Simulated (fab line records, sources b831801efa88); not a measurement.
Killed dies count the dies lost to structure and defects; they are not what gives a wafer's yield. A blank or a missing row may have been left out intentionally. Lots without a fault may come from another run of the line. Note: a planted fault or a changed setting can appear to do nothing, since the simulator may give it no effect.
What tool caused it?    flow sky130    36 wafers sampled from 12 lots at 1 step of a route of 708

## WHAT THE GAUGES READ, wafer by wafer
SKY_FIELD_ISO_BOW_MEAS_00.
lot   measured     on             INCOMING_BOW (um)
L075  day 1 15:00  film-metro-02  0 -6 0
L077  day 2 01:00  film-metro-02  1 -10 1
L079  day 2 11:04  film-metro-03  11 4 -2
L081  day 2 21:02  film-metro-04  -3 -2 -3
L083  day 3 07:01  film-metro-04  -2 7 3
L085  day 3 17:00  film-metro-03  -3 -8 7
L087  day 4 03:00  film-metro-02  -16 -9 2
L089  day 4 13:01  film-metro-04  -4 -9 19
L091  day 4 23:00  film-metro-03  -2 -2 0
L093  day 5 09:00  film-metro-03  -12 -3 2
L095  day 5 19:00  film-metro-04  -3 6 -6
L097  day 6 05:01  film-metro-03  -1 -4 -6

## WHICH TOOL RAN EACH LOT (tool, then ch and the chambers of the sampled wafers, then the start)
Before these readings, the record contains no process step.

## THE ANSWER, worked out from the rows above alone
Rule: usual is defined by the lots themselves. The widest of any qualifying gaps counts: lots, ordered by their means at a reading, are off when they make up no more than a third of the lots, leave a main group of 4 or more, and stand apart from it by 3 or more times the standard deviation of that group's means. A main group is skipped when, at the precision printed for the reading in the tables above, its means are all equal. Also off: a lot with no number at a reading for which 4 or more lots have one. All remaining lots with rows at the step are treated as sound.
No lot is off at any reading shown: from this, nothing can be told.

## WHAT THE SIMULATOR HAD INSERTED
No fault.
